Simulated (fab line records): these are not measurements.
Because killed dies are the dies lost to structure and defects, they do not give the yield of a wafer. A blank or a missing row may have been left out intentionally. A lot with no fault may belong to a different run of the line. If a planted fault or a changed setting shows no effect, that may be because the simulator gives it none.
fab line records	flow sky130
record lots=24	wafers=72	lastDay=50
route steps=708 shown CAPM@539 METAL3@563 VIA3@574 VIA4@642
lots untouched by any fault: they come from a run of this same line in which no faults occurred
startH: the number of hours between the record's first day and the start of the first shown wafer of the lot	waitH: how many hours have passed since the lot's step before this one	" repeats the value in the row above	L1.1+2: several wafers, shown together as one row	- no value, or no start was given	* or withheld: withheld	< > ~ a bound
route shown NAME@n: names a module that has steps shown in the file, with the first one's number in the route	usual: mean and standard deviation over wafers with no fault	same: alike in all rows	chamber/n: place in a boat	sites: each site's reading	_std_site: standard deviation across them	_edge_site: outer sites' mean less inner sites'	radiusMm: for every site, how far away it sits from the centre of the wafer	mask NAME#n: copy n	behind: the tool/chamber that last shaped the wafer	hold: cause of the lot's hold/its duration in hours/its outcome	device: names the non-switching transistor (n, p or np)	end of line: the tests these same wafers got at the end of their route	step lacking rows: just its recipe	killed: dies that structure and defects cost at the first sort, which is not the same as the wafer's yield	map: the dies of a wafer, with x for killed, . for not killed, _ for no die there
set.NAME: the run value of the setting; set.NAME@STEP: its run value at that earlier step	model.NAME: the simulator's own value behind a step, which no gauge read
a sample of lots followed through the steps of the route, with each step as a table and each wafer as a row
services: from which hour (startH, from the record's first day; less than 0 if before it) a tool's chamber was out of use, for how many hours, and why
## steps
# step SKY_CAPM_SPUTTER_02
# recipe material=TiN	targetThkNm=200	tempC=300	powerW=6500	timeS=166.7	chamberPressurePa=0.4
# usual throttleValvePct=30.7/1.1
lot.wafer	tool	chamber	startH	waitH	throttleValvePct
L074.1	pvdSputter-02	-	856.54	0.1	31.2
L074.3	"	-	"	"	29.0
L074.6	"	-	"	"	28.8
L075.1	pvdSputter-01	-	868.56	0.1	30.2
L075.4	"	-	"	"	31.8
L075.5	"	-	"	"	30.2
L076.1	pvdSputter-01	-	876.76	0.1	30.1
L076.4	"	-	"	"	30.1
L076.6	"	-	"	"	30.0
L077.4	pvdSputter-02	-	884.53	0.0	28.8
L077.5	"	-	"	"	29.0
L077.6	"	-	"	"	30.6
L078.1	pvdSputter-02	-	888.78	0.1	28.7
L078.3	"	-	"	"	31.3
L078.6	"	-	"	"	31.1
L079.1	pvdSputter-01	-	902.41	0.1	30.2
L079.3	"	-	"	"	30.2
L079.5	"	-	"	"	31.5
L080.1	pvdSputter-01	-	904.88	0.1	30.0
L080.2	"	-	"	"	31.5
L080.6	"	-	"	"	32.5
L081.3	pvdSputter-01	-	907.75	0.0	29.8
L081.4	"	-	"	"	31.4
L081.5	"	-	"	"	30.2
L082.1	pvdSputter-04	-	914.98	0.1	29.9
L082.3	"	-	"	"	29.4
L082.6	"	-	"	"	30.3
L083.2	pvdSputter-04	-	925.43	0.0	29.3
L083.3	"	-	"	"	30.3
L083.4	"	-	"	"	30.2
L084.1	pvdSputter-02	-	926.88	0.1	32.2
L084.5	"	-	"	"	32.1
L084.6	"	-	"	"	28.8
L085.1	pvdSputter-04	-	935.90	0.1	29.4
L085.2	"	-	"	"	30.7
L085.3	"	-	"	"	30.3
L087.1	pvdSputter-02	-	948.92	0.1	30.2
L087.3	"	-	"	"	31.4
L087.4	"	-	"	"	28.8
L086.2	pvdSputter-02	-	950.99	0.0	32.2
L086.3	"	-	"	"	31.3
L086.4	"	-	"	"	30.4
L088.4	pvdSputter-01	-	951.67	0.0	31.6
L088.5	"	-	"	"	32.1
L088.6	"	-	"	"	31.5
L089.1	pvdSputter-01	-	966.49	0.1	31.6
L089.2	"	-	"	"	30.1
L089.4	"	-	"	"	30.3
L090.1	pvdSputter-02	-	972.94	0.1	31.2
L090.4	"	-	"	"	32.2
L090.6	"	-	"	"	30.5
L091.2	pvdSputter-02	-	976.67	0.0	28.8
L091.5	"	-	"	"	31.1
L091.6	"	-	"	"	32.2
L092.2	pvdSputter-02	-	980.82	0.0	32.1
L092.3	"	-	"	"	28.6
L092.4	"	-	"	"	30.6
L093.3	pvdSputter-01	-	994.17	0.0	30.1
L093.4	"	-	"	"	32.8
L093.5	"	-	"	"	31.5
L094.1	pvdSputter-01	-	997.53	0.1	30.4
L094.4	"	-	"	"	30.1
L094.5	"	-	"	"	31.6
L095.2	pvdSputter-02	-	1000.37	0.0	31.1
L095.3	"	-	"	"	31.9
L095.6	"	-	"	"	29.0
L096.2	pvdSputter-02	-	1008.31	0.0	31.2
L096.4	"	-	"	"	30.4
L096.6	"	-	"	"	30.6
L097.4	pvdSputter-04	-	1016.93	0.0	29.8
L097.5	"	-	"	"	30.4
L097.6	"	-	"	"	30.1
# step SKY_METAL3_CD_MEAS_13
# recipe targetCdNm=300
# usual cdNm=299.1/1.5
lot.wafer	tool	chamber	startH	waitH	cdNm
L074.1	cdSem-02	-	908.55	-	299.1
L074.3	"	-	"	"	297.8
L074.6	"	-	"	"	296.5
L075.1	cdSem-02	-	919.44	-	298.0
L075.4	"	-	"	"	299.2
L075.5	"	-	"	"	300.0
L076.1	cdSem-01	-	926.94	-	297.3
L076.4	"	-	"	"	299.0
L076.6	"	-	"	"	299.5
L077.4	cdSem-02	-	935.62	-	299.4
L077.5	"	-	"	"	299.4
L077.6	"	-	"	"	298.5
L078.1	cdSem-02	-	939.09	-	299.3
L078.3	"	-	"	"	299.3
L078.6	"	-	"	"	298.9
L079.1	cdSem-01	-	952.49	-	298.9
L079.3	"	-	"	"	299.4
L079.5	"	-	"	"	298.6
L080.1	cdSem-02	-	953.90	-	299.0
L080.2	"	-	"	"	299.3
L080.6	"	-	"	"	298.9
L081.3	cdSem-02	-	956.13	-	298.2
L081.4	"	-	"	"	298.6
L081.5	"	-	"	"	298.5
L082.1	cdSem-01	-	965.20	-	299.5
L082.3	"	-	"	"	299.3
L082.6	"	-	"	"	301.3
L083.2	cdSem-02	-	975.22	-	301.2
L083.3	"	-	"	"	300.8
L083.4	"	-	"	"	301.2
L084.1	cdSem-01	-	976.06	-	298.1
L084.5	"	-	"	"	298.4
L084.6	"	-	"	"	298.4
L085.1	cdSem-01	-	985.11	-	299.1
L085.2	"	-	"	"	300.7
L085.3	"	-	"	"	300.1
L087.1	cdSem-01	-	998.25	-	297.7
L087.3	"	-	"	"	298.7
L087.4	"	-	"	"	298.7
L086.2	cdSem-01	-	1000.42	-	298.6
L086.3	"	-	"	"	297.8
L086.4	"	-	"	"	297.8
L088.4	cdSem-02	-	1000.60	-	298.4
L088.5	"	-	"	"	298.3
L088.6	"	-	"	"	298.2
L089.1	cdSem-02	-	1013.55	-	297.7
L089.2	"	-	"	"	297.1
L089.4	"	-	"	"	296.1
L090.1	cdSem-01	-	1020.69	-	298.4
L090.4	"	-	"	"	296.7
L090.6	"	-	"	"	296.7
L091.2	cdSem-01	-	1024.26	-	298.9
L091.5	"	-	"	"	298.9
L091.6	"	-	"	"	299.0
L092.2	cdSem-02	-	1027.61	-	297.3
L092.3	"	-	"	"	297.4
L092.4	"	-	"	"	297.6
L093.3	cdSem-01	-	1040.79	-	301.4
L093.4	"	-	"	"	301.1
L093.5	"	-	"	"	300.6
L094.1	cdSem-01	-	1044.91	-	299.6
L094.4	"	-	"	"	301.0
L094.5	"	-	"	"	300.1
L095.2	cdSem-01	-	1047.26	-	299.7
L095.3	"	-	"	"	301.6
L095.6	"	-	"	"	300.3
L096.2	cdSem-01	-	1054.06	-	299.6
L096.4	"	-	"	"	299.7
L096.6	"	-	"	"	298.9
L097.4	cdSem-01	-	1062.22	-	303.3
L097.5	"	-	"	"	302.8
L097.6	"	-	"	"	303.1
# step SKY_METAL3_STRIP_19
# recipe chemistry=O2/N2	powerW=1400	pressureMtorr=1500	platenTempC=withheld	o2FlowSccm=3000	n2FlowSccm=300	overashFraction=0.5
# usual drypumpMotorCurrentA=5.9/0.37	oesProductAu=0.506/0.0061	stripTimeToEndpointS=6.61/0.11
lot.wafer	tool	chamber	startH	waitH	drypumpMotorCurrentA	oesProductAu	rfHoursCounterH	stripTimeToEndpointS
L074.1	plasmaAsher-02	1	909.03	0.1	5.4	0.511	71	6.83
L074.3	"	1	"	"	5.4	0.508	-	6.72
L074.6	"	1	"	"	5.4	0.509	-	6.62
L075.1	plasmaAsher-04	1	919.92	0.1	5.8	0.502	111	6.61
L075.4	"	0	"	"	6.4	0.502	-	6.66
L075.5	"	1	"	"	5.8	0.517	-	6.65
L076.1	plasmaAsher-03	1	927.42	0.1	6.4	0.514	19	6.66
L076.4	"	0	"	"	5.7	0.506	-	6.57
L076.6	"	0	"	"	5.7	0.509	-	6.64
L077.4	plasmaAsher-02	1	936.08	0.1	5.4	0.503	-	6.71
L077.5	"	0	"	"	6.0	0.513	-	6.75
L077.6	"	1	"	"	5.4	0.513	-	6.77
L078.1	plasmaAsher-03	0	939.57	0.1	5.6	0.508	20	6.64
L078.3	"	0	"	"	5.6	0.496	-	6.51
L078.6	"	1	"	"	6.4	0.503	-	6.56
L079.1	plasmaAsher-03	1	952.97	0.1	6.4	0.500	22	6.57
L079.3	"	1	"	"	6.4	0.505	-	6.64
L079.5	"	1	"	"	6.4	0.494	-	6.58
L080.1	plasmaAsher-03	1	954.38	0.1	6.4	0.505	22	6.62
L080.2	"	0	"	"	5.7	0.507	22	6.65
L080.6	"	1	"	"	6.4	0.508	-	6.61
L081.3	plasmaAsher-03	1	956.60	0.1	6.4	0.504	-	6.58
L081.4	"	0	"	"	5.7	0.497	-	6.52
L081.5	"	0	"	"	5.7	0.504	-	6.55
L082.1	plasmaAsher-04	0	965.68	0.1	6.3	0.504	115	6.53
L082.3	"	1	"	"	5.8	0.503	-	6.62
L082.6	"	0	"	"	6.3	0.506	-	6.64
L083.2	plasmaAsher-02	1	975.68	0.1	5.4	0.502	78	6.70
L083.3	"	0	"	"	6.0	0.516	-	6.77
L083.4	"	1	"	"	5.4	0.500	-	6.68
L084.1	plasmaAsher-03	0	976.54	0.1	5.6	0.501	24	6.67
L084.5	"	1	"	"	6.4	0.508	-	6.64
L084.6	"	0	"	"	5.7	0.504	-	6.58
L085.1	plasmaAsher-04	0	985.59	0.1	6.4	0.509	117	6.63
L085.2	"	1	"	"	5.8	0.501	117	6.54
L085.3	"	0	"	"	6.4	0.500	-	6.52
L087.1	plasmaAsher-02	1	998.73	0.1	5.4	0.504	80	6.58
L087.3	"	0	"	"	6.0	0.494	-	6.45
L087.4	"	1	"	"	5.4	0.512	-	6.61
L086.2	plasmaAsher-02	1	1000.88	0.1	5.4	0.514	80	6.77
L086.3	"	1	"	"	5.4	0.522	-	6.84
L086.4	"	0	"	"	6.0	0.508	-	6.70
L088.4	plasmaAsher-04	0	1001.05	0.1	6.4	0.498	-	6.46
L088.5	"	0	"	"	6.4	0.504	-	6.55
L088.6	"	1	"	"	5.8	0.499	-	6.48
L089.1	plasmaAsher-04	0	1014.03	0.1	6.4	0.510	119	6.66
L089.2	"	1	"	"	5.8	0.507	119	6.54
L089.4	"	1	"	"	5.8	0.507	-	6.63
L090.1	plasmaAsher-03	0	1021.35	0.3	5.7	0.507	29	6.45
L090.4	"	1	"	"	6.4	0.503	-	6.41
L090.6	"	1	"	"	6.4	0.503	-	6.44
L091.2	plasmaAsher-04	1	1024.90	0.2	5.8	0.494	120	6.40
L091.5	"	1	"	"	5.8	0.494	-	6.41
L091.6	"	0	"	"	6.4	0.498	-	6.47
L092.2	plasmaAsher-02	0	1028.09	0.1	6.0	0.513	83	6.65
L092.3	"	1	"	"	5.4	0.502	-	6.64
L092.4	"	0	"	"	6.0	0.509	-	6.74
L093.3	plasmaAsher-02	0	1041.27	0.1	6.0	0.508	-	6.72
L093.4	"	1	"	"	5.4	0.506	-	6.73
L093.5	"	1	"	"	5.4	0.500	-	6.66
L094.1	plasmaAsher-03	1	1045.39	0.1	6.4	0.499	31	6.61
L094.4	"	0	"	"	5.6	0.503	-	6.51
L094.5	"	1	"	"	6.4	0.500	-	6.50
L095.2	plasmaAsher-03	1	1047.72	0.1	6.4	0.501	31	6.51
L095.3	"	1	"	"	6.4	0.506	-	6.57
L095.6	"	1	"	"	6.4	0.494	-	6.43
L096.2	plasmaAsher-03	1	1054.52	0.1	6.4	0.503	32	6.57
L096.4	"	0	"	"	5.7	0.507	-	6.61
L096.6	"	0	"	"	5.7	0.510	-	6.59
L097.4	plasmaAsher-03	1	1062.68	0.1	6.4	0.511	-	6.79
L097.5	"	0	"	"	5.6	0.506	-	6.66
L097.6	"	1	"	"	6.4	0.511	-	6.74
# step SKY_VIA3_THK_MEAS_01
# recipe reads=SiO2_of_VIA3_HDPCVD_00
# usual VIA3_HDPCVD_THK=1642/17
lot.wafer	tool	chamber	startH	waitH	VIA3_HDPCVD_THK[nm]
L074.1	filmMetro-01	-	909.80	0.1	1647
L074.3	"	-	"	"	1678
L074.6	"	-	"	"	1646
L075.1	filmMetro-02	-	920.68	0.1	1665
L075.4	"	-	"	"	1654
L075.5	"	-	"	"	1643
L076.1	filmMetro-04	-	928.22	0.1	1656
L076.4	"	-	"	"	1652
L076.6	"	-	"	"	1611
L077.4	filmMetro-04	-	936.90	0.0	1614
L077.5	"	-	"	"	1642
L077.6	"	-	"	"	1658
L078.1	filmMetro-02	-	940.37	0.1	1661
L078.3	"	-	"	"	1667
L078.6	"	-	"	"	1647
L079.1	filmMetro-01	-	953.76	0.1	1664
L079.3	"	-	"	"	1655
L079.5	"	-	"	"	1604
L080.1	filmMetro-02	-	955.21	0.1	1612
L080.2	"	-	"	"	1643
L080.6	"	-	"	"	1609
L081.3	filmMetro-02	-	957.51	0.1	1655
L081.4	"	-	"	"	1633
L081.5	"	-	"	"	1649
L082.1	filmMetro-01	-	966.45	0.1	1625
L082.3	"	-	"	"	1644
L082.6	"	-	"	"	1659
L083.2	filmMetro-01	-	976.45	0.1	1654
L083.3	"	-	"	"	1626
L083.4	"	-	"	"	1649
L084.1	filmMetro-01	-	977.30	0.1	1611
L084.5	"	-	"	"	1641
L084.6	"	-	"	"	1602
L085.1	filmMetro-02	-	986.35	0.1	1626
L085.2	"	-	"	"	1604
L085.3	"	-	"	"	1637
L087.1	filmMetro-02	-	999.58	0.2	1643
L087.3	"	-	"	"	1648
L087.4	"	-	"	"	1626
L086.2	filmMetro-01	-	1001.73	0.1	1647
L086.3	"	-	"	"	1665
L086.4	"	-	"	"	1666
L088.4	filmMetro-02	-	1001.85	0.0	1617
L088.5	"	-	"	"	1634
L088.6	"	-	"	"	1609
L089.1	filmMetro-02	-	1014.83	0.1	1634
L089.2	"	-	"	"	1648
L089.4	"	-	"	"	1625
L090.1	filmMetro-02	-	1022.14	0.1	1613
L090.4	"	-	"	"	1630
L090.6	"	-	"	"	1656
L091.2	filmMetro-01	-	1025.72	0.1	1633
L091.5	"	-	"	"	1644
L091.6	"	-	"	"	1655
L092.2	filmMetro-02	-	1028.86	0.1	1643
L092.3	"	-	"	"	1660
L092.4	"	-	"	"	1642
L093.3	filmMetro-04	-	1042.01	0.1	1644
L093.4	"	-	"	"	1649
L093.5	"	-	"	"	1651
L094.1	filmMetro-01	-	1046.16	0.1	1644
L094.4	"	-	"	"	1649
L094.5	"	-	"	"	1637
L095.2	filmMetro-04	-	1048.49	0.1	1659
L095.3	"	-	"	"	1621
L095.6	"	-	"	"	1610
L096.2	filmMetro-01	-	1055.64	0.1	1657
L096.4	"	-	"	"	1646
L096.6	"	-	"	"	1651
L097.4	filmMetro-04	-	1063.43	0.0	1618
L097.5	"	-	"	"	1611
L097.6	"	-	"	"	1633
# step SKY_VIA3_ETCH_15
# recipe target=SiO2	chemistry=C4F8/O2/Ar	targetDepthNm=507	stopOn=TiN	maskMaterial=KrF-thick	sourceW=1500	biasW=1200	pressureMtorr=40	c4f8FlowSccm=withheld	O2_flow_sccm=6	Ar_flow_sccm=300	timeS=78
# usual oesProductAu=0.946/0.0047
lot.wafer	tool	chamber	startH	waitH	oesProductAu	rfHoursCounterH
L074.1	rieDiel-04	3	935.06	0.0	0.942	20
L074.3	"	2	"	"	0.949	9
L074.6	"	3	"	"	0.947	-
L075.1	rieDiel-04	0	946.07	0.0	0.942	28
L075.4	"	2	"	"	0.948	9
L075.5	"	2	"	"	0.948	-
L076.1	rieDiel-01	3	953.03	0.0	0.944	14
L076.4	"	2	"	"	0.942	27
L076.6	"	3	"	"	0.945	-
L077.4	rieDiel-02	2	962.32	0.1	0.954	-
L077.5	"	2	"	"	0.936	-
L077.6	"	0	"	"	0.945	-
L078.1	rieDiel-04	0	965.51	0.0	0.937	29
L078.3	"	1	"	"	0.945	6
L078.6	"	0	"	"	0.940	-
L079.1	rieDiel-04	2	977.74	0.0	0.939	10
L079.3	"	3	"	"	0.944	21
L079.5	"	1	"	"	0.948	-
L080.1	rieDiel-02	0	979.59	0.0	0.951	8
L080.2	"	2	"	"	0.950	7
L080.6	"	3	"	"	0.952	-
L081.3	rieDiel-02	2	982.46	0.0	0.945	7
L081.4	"	2	"	"	0.946	-
L081.5	"	0	"	"	0.938	-
L082.1	rieDiel-04	2	991.12	0.0	0.953	10
L082.3	"	0	"	"	0.943	0
L082.6	"	3	"	"	0.947	-
L083.2	rieDiel-01	1	1001.27	0.0	0.943	10
L083.3	"	0	"	"	0.954	10
L083.4	"	3	"	"	0.948	16
L084.1	rieDiel-02	3	1001.62	0.0	0.947	4
L084.5	"	2	"	"	0.951	-
L084.6	"	1	"	"	0.949	-
L085.1	rieDiel-02	1	1009.94	0.0	0.944	13
L085.2	"	0	"	"	0.951	9
L085.3	"	2	"	"	0.953	7
L087.1	rieDiel-04	0	1023.52	0.0	0.949	1
L087.3	"	3	"	"	0.959	23
L087.4	"	1	"	"	0.944	8
L086.2	rieDiel-01	3	1025.31	0.0	0.944	17
L086.3	"	0	"	"	0.939	11
L086.4	"	1	"	"	0.939	10
L088.4	rieDiel-02	3	1025.62	0.0	0.947	5
L088.5	"	1	"	"	0.941	-
L088.6	"	0	"	"	0.949	-
L089.1	rieDiel-01	1	1037.76	0.0	0.946	10
L089.2	"	0	"	"	0.948	11
L089.4	"	2	"	"	0.955	29
L090.1	rieDiel-02	3	1045.19	0.0	0.946	6
L090.4	"	0	"	"	0.948	-
L090.6	"	1	"	"	0.942	-
L091.2	rieDiel-02	3	1049.07	0.0	0.953	6
L091.5	"	3	"	"	0.957	-
L091.6	"	0	"	"	0.950	-
L092.2	rieDiel-01	2	1052.29	0.0	0.939	30
L092.3	"	1	"	"	0.949	11
L092.4	"	3	"	"	0.950	17
L093.3	rieDiel-01	1	1064.71	0.0	0.948	11
L093.4	"	0	"	"	0.944	12
L093.5	"	1	"	"	0.940	-
L094.1	rieDiel-04	3	1069.01	0.0	0.946	25
L094.4	"	2	"	"	0.954	13
L094.5	"	2	"	"	0.954	-
L095.2	rieDiel-04	3	1071.14	0.0	0.942	25
L095.3	"	1	"	"	0.950	10
L095.6	"	2	"	"	0.949	-
L096.2	rieDiel-01	0	1078.11	0.0	0.948	12
L096.4	"	2	"	"	0.951	31
L096.6	"	3	"	"	0.945	-
L097.4	rieDiel-04	0	1084.96	0.0	0.946	3
L097.5	"	1	"	"	0.949	-
L097.6	"	0	"	"	0.948	-
# step SKY_VIA4_BOW_MEAS_03
# recipe mode=bow
# usual VIA4_BOW=79/7.6
lot.wafer	tool	chamber	startH	waitH	VIA4_BOW[um]
L074.1	filmMetro-04	-	987.88	0.1	75
L074.3	"	-	"	"	72
L074.6	"	-	"	"	76
L075.1	filmMetro-01	-	998.45	0.1	72
L075.4	"	-	"	"	80
L075.5	"	-	"	"	83
L076.1	filmMetro-01	-	1003.97	0.2	76
L076.4	"	-	"	"	70
L076.6	"	-	"	"	75
L077.4	filmMetro-01	-	1013.48	0.2	78
L077.5	"	-	"	"	84
L077.6	"	-	"	"	71
L078.1	filmMetro-01	-	1016.03	0.2	79
L078.3	"	-	"	"	83
L078.6	"	-	"	"	77
L079.1	filmMetro-01	-	1028.51	0.2	70
L079.3	"	-	"	"	85
L079.5	"	-	"	"	69
L080.1	filmMetro-03	-	1030.14	0.2	81
L080.2	"	-	"	"	81
L080.6	"	-	"	"	84
L081.3	filmMetro-03	-	1032.87	0.2	84
L081.4	"	-	"	"	76
L081.5	"	-	"	"	81
L082.1	filmMetro-04	-	1040.80	0.1	77
L082.3	"	-	"	"	87
L082.6	"	-	"	"	75
L083.2	filmMetro-04	-	1051.54	0.1	84
L083.3	"	-	"	"	76
L083.4	"	-	"	"	70
L084.1	filmMetro-04	-	1052.14	0.2	87
L084.5	"	-	"	"	92
L084.6	"	-	"	"	95
L085.1	filmMetro-04	-	1058.85	0.2	99
L085.2	"	-	"	"	93
L085.3	"	-	"	"	94
L087.1	filmMetro-04	-	1071.67	0.2	83
L087.3	"	-	"	"	83
L087.4	"	-	"	"	80
L086.2	filmMetro-04	-	1074.19	0.1	83
L086.3	"	-	"	"	92
L086.4	"	-	"	"	82
L088.4	filmMetro-04	-	1074.74	0.3	77
L088.5	"	-	"	"	82
L088.6	"	-	"	"	84
L089.1	filmMetro-01	-	1084.62	0.2	91
L089.2	"	-	"	"	81
L089.4	"	-	"	"	78
L090.1	filmMetro-01	-	1092.02	0.2	73
L090.4	"	-	"	"	82
L090.6	"	-	"	"	81
L091.2	filmMetro-01	-	1096.65	0.1	85
L091.5	"	-	"	"	81
L091.6	"	-	"	"	73
L092.2	filmMetro-04	-	1098.62	0.2	74
L092.3	"	-	"	"	79
L092.4	"	-	"	"	80
L093.3	filmMetro-03	-	1110.21	0.3	73
L093.4	"	-	"	"	78
L093.5	"	-	"	"	65
L094.1	filmMetro-03	-	1114.39	0.2	76
L094.4	"	-	"	"	88
L094.5	"	-	"	"	74
L095.2	filmMetro-03	-	1116.55	0.2	75
L095.3	"	-	"	"	93
L095.6	"	-	"	"	79
L096.2	filmMetro-04	-	1124.10	0.1	81
L096.4	"	-	"	"	74
L096.6	"	-	"	"	80
L097.4	filmMetro-04	-	1128.62	0.3	72
L097.5	"	-	"	"	76
L097.6	"	-	"	"	76
## services
tool	chamber	startH	hours	kind
pvdSputter-02	-	858.43	1.9	repair
rieDiel-04	-	866.55	2.8	pm
rieDiel-01	3	885.95	15.0	repair
rieDiel-04	1	903.15	19.0	repair
rieDiel-04	0	931.60	1.3	repair
rieDiel-02	2	937.65	4.1	repair
rieDiel-02	1	939.29	53.1	repair
plasmaAsher-04	-	940.01	3.9	repair
rieDiel-02	3	946.06	9.6	repair
pvdSputter-04	-	954.05	1.5	repair
rieDiel-02	3	958.68	11.3	repair
rieDiel-04	0	967.27	-	clean
rieDiel-04	0	967.27	19.7	scheduledDown
rieDiel-04	0	999.29	8.2	repair
pvdSputter-01	-	1020.40	4.9	repair
plasmaAsher-03	-	1022.98	1.3	repair
rieDiel-02	2	1035.85	15.6	repair
plasmaAsher-02	-	1045.26	0.8	repair
plasmaAsher-02	-	1053.79	2.8	pm
plasmaAsher-04	-	1055.25	9.0	pm
plasmaAsher-04	-	1057.18	1.9	repair
pvdSputter-01	-	1057.59	1.0	repair
rieDiel-04	-	1076.46	2.2	repair
rieDiel-02	-	1076.74	28.1	pm
## key
fault none
